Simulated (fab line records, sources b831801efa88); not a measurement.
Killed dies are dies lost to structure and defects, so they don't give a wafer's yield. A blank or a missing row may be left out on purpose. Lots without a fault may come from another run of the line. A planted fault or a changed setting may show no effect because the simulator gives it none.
Which tool did it? | flow gf180mcu | 12 lots, 35 wafers sampled, at 6 steps of a route of 602

WHAT THE GAUGES READ, wafer by wafer
GF_M3_THK_MEAS_06: measures by xrf. Usual: M3_ALCU_THK 451 nm, standard deviation 5.6.
lot  | measured     | on            | M3_ALCU_THK (nm) | flag
L276 | day 21 03:33 | film_metro-01 | 445 453 452      |
L277 | day 21 14:41 | film_metro-04 | 449 447 447      |
L281 | day 23 03:12 | film_metro-03 | 465 462          |
L283 | day 23 16:52 | film_metro-04 | 453 457 455      |
L288 | day 25 20:00 | film_metro-04 | 445 442 446      |
L290 | day 26 03:48 | film_metro-04 | 448 441 442      |
L292 | day 26 13:30 | film_metro-03 | 454 451 451      |
L291 | day 26 15:23 | film_metro-01 | 450 447 448      |
L293 | day 26 20:29 | film_metro-01 | 452 452 453      |
L294 | day 27 05:28 | film_metro-01 | 451 452 449      |
L295 | day 27 08:02 | film_metro-04 | 452 448 445      |
L296 | day 27 19:31 | film_metro-04 | 452 444 446      |

GF_M4_RS_MEAS_05: measures by four-point-probe. Usual: M4_ALCU_RS 0.0696 ohm/sq, standard deviation 0.00061.
lot  | measured     | on            | M4_ALCU_RS (ohm/sq)  | flag
L276 | day 23 04:35 | film_metro-03 | 0.0697 0.0697 0.0702 |
L277 | day 23 14:29 | film_metro-03 | 0.0691 0.0696 0.0698 |
L281 | day 25 02:06 | film_metro-02 | 0.0689 0.0477        | OFF
L283 | day 25 14:20 | film_metro-03 | 0.0479 0.0477 0.0695 | OFF
L288 | day 27 15:07 | film_metro-02 | 0.0706 0.0698 0.0697 |
L290 | day 27 23:23 | film_metro-03 | 0.0687 0.0690 0.0686 |
L292 | day 28 09:15 | film_metro-04 | 0.0689 0.0690 0.0684 |
L291 | day 28 10:46 | film_metro-03 | 0.0706 0.0701 0.0700 |
L293 | day 28 15:56 | film_metro-04 | 0.0706 0.0704 0.0697 |
L294 | day 29 00:11 | film_metro-04 | 0.0688 0.0687 0.0687 |
L295 | day 29 02:49 | film_metro-02 | 0.0704 0.0701 0.0697 |
L296 | day 29 13:46 | film_metro-03 | 0.0706 0.0703 0.0709 |

GF_M4_THK_MEAS_06: measures by xrf. Usual: M4_ALCU_THK 454 nm, standard deviation 5.8.
lot  | measured     | on            | M4_ALCU_THK (nm) | flag
L276 | day 23 04:41 | film_metro-03 | 457 455 452      |
L277 | day 23 14:35 | film_metro-03 | 462 458 456      |
L281 | day 25 02:12 | film_metro-02 | 457 659          | OFF
L283 | day 25 14:28 | film_metro-03 | 664 663 458      | OFF
L288 | day 27 15:14 | film_metro-02 | 445 453 451      |
L290 | day 27 23:31 | film_metro-03 | 464 463 465      |
L292 | day 28 09:22 | film_metro-04 | 455 452 458      |
L291 | day 28 10:53 | film_metro-03 | 450 451 452      |
L293 | day 28 16:02 | film_metro-04 | 445 444 447      |
L294 | day 29 00:18 | film_metro-04 | 454 454 455      |
L295 | day 29 02:56 | film_metro-02 | 447 447 451      |
L296 | day 29 13:52 | film_metro-03 | 450 451 447      |

WHICH TOOL RAN EACH LOT (tool, then ch and the chambers of the sampled wafers, then the start)
lot  | GF_M3_SPUTTER_01             | GF_M3_SPUTTER_02             | GF_M4_SPUTTER_02
L276 | pvd_sputter-02, day 21 03:17 | pvd_sputter-02, day 21 03:19 | pvd_sputter-02, day 23 04:27
L277 | pvd_sputter-03, day 21 14:26 | pvd_sputter-03, day 21 14:28 | pvd_sputter-02, day 23 14:22
L281 | pvd_sputter-03, day 23 02:56 | pvd_sputter-03, day 23 02:58 | pvd_sputter-03, day 25 01:58
L283 | pvd_sputter-04, day 23 16:37 | pvd_sputter-04, day 23 16:39 | pvd_sputter-03, day 25 14:15
L288 | pvd_sputter-02, day 25 19:46 | pvd_sputter-02, day 25 19:47 | pvd_sputter-01, day 27 15:01
L290 | pvd_sputter-03, day 26 03:34 | pvd_sputter-03, day 26 03:35 | pvd_sputter-02, day 27 23:18
L292 | pvd_sputter-02, day 26 13:16 | pvd_sputter-02, day 26 13:17 | pvd_sputter-03, day 28 09:10
L291 | pvd_sputter-02, day 26 15:09 | pvd_sputter-02, day 26 15:11 | pvd_sputter-01, day 28 10:40
L293 | pvd_sputter-02, day 26 20:13 | pvd_sputter-02, day 26 20:15 | pvd_sputter-03, day 28 15:48
L294 | pvd_sputter-02, day 27 05:13 | pvd_sputter-02, day 27 05:15 | pvd_sputter-03, day 29 00:05
L295 | pvd_sputter-04, day 27 07:47 | pvd_sputter-04, day 27 07:49 | pvd_sputter-02, day 29 02:43
L296 | pvd_sputter-04, day 27 19:16 | pvd_sputter-04, day 27 19:17 | pvd_sputter-03, day 29 13:38
- GF_M3_SPUTTER_01: material TiN, target thk 30 nm, time 25 s.
- GF_M3_SPUTTER_02: material AlCu, target thk 450 nm, time 23.9 s.
- GF_M4_SPUTTER_02: material AlCu, target thk 450 nm, time 23.9 s.

WHAT THE TOOLS THEMSELVES READ (means of the sampled wafers that have a number; where no wafer has one, the mark that the record gives instead)
GF_M3_SPUTTER_01. Usual: throttle_valve_pct 30.4 %, standard deviation 0.83.
lot  | tool           | throttle_valve_pct (%) | flag
L276 | pvd_sputter-02 | 30.3                   |
L277 | pvd_sputter-03 | 30.8                   |
L281 | pvd_sputter-03 | 30.9                   |
L283 | pvd_sputter-04 | 31.0                   |
L288 | pvd_sputter-02 | 30.7                   |
L290 | pvd_sputter-03 | 28.9                   |
L292 | pvd_sputter-02 | 30.4                   |
L291 | pvd_sputter-02 | 29.7                   |
L293 | pvd_sputter-02 | 30.1                   |
L294 | pvd_sputter-02 | 31.1                   |
L295 | pvd_sputter-04 | 30.4                   |
L296 | pvd_sputter-04 | 30.7                   |

GF_M3_SPUTTER_02. Usual: throttle_valve_pct 30.4 %, standard deviation 0.84.
lot  | tool           | throttle_valve_pct (%) | flag
L276 | pvd_sputter-02 | 30.2                   |
L277 | pvd_sputter-03 | 30.5                   |
L281 | pvd_sputter-03 | 30.9                   |
L283 | pvd_sputter-04 | 31.0                   |
L288 | pvd_sputter-02 | 30.7                   |
L290 | pvd_sputter-03 | 28.9                   |
L292 | pvd_sputter-02 | 30.4                   |
L291 | pvd_sputter-02 | 30.0                   |
L293 | pvd_sputter-02 | 30.3                   |
L294 | pvd_sputter-02 | 31.1                   |
L295 | pvd_sputter-04 | 30.4                   |
L296 | pvd_sputter-04 | 30.6                   |

GF_M4_SPUTTER_02. Usual: throttle_valve_pct 30.1 %, standard deviation 0.98.
lot  | tool           | throttle_valve_pct (%) | flag
L276 | pvd_sputter-02 | 29.5                   |
L277 | pvd_sputter-02 | 30.2                   |
L281 | pvd_sputter-03 | 29.7                   |
L283 | pvd_sputter-03 | 29.5                   |
L288 | pvd_sputter-01 | 30.3                   |
L290 | pvd_sputter-02 | 30.3                   |
L292 | pvd_sputter-03 | 29.6                   |
L291 | pvd_sputter-01 | 30.6                   |
L293 | pvd_sputter-03 | 28.9                   |
L294 | pvd_sputter-03 | 30.8                   |
L295 | pvd_sputter-02 | 29.9                   |
L296 | pvd_sputter-03 | 28.7                   |

THE ANSWER, worked out from the rows above alone
Rule: a lot is off if the mean of its wafers that have a number lies more than 3 standard deviations from the usual mean. A lot without any number at a reading at which 4 lots or more have one is off too. The other lots that the step has rows for count as sound. The gauges are gone through in route order, then the tools' own readings, and for those a lot's mean is taken as printed above. The first step at which some lot is off is used, and at that step the reading that is off furthest; a lot without a number counts as furthest.
Off: L281, L283, at GF_M4_RS_MEAS_05 (M4_ALCU_RS).
A tool fits if, at a process step before that reading, it ran every lot that is off, and no sound lot after the first of them. The gauges at GF_M4_RS_MEAS_05 are tried like those tools. None of those tried fits.

WHAT THE SIMULATOR HAD PUT IN
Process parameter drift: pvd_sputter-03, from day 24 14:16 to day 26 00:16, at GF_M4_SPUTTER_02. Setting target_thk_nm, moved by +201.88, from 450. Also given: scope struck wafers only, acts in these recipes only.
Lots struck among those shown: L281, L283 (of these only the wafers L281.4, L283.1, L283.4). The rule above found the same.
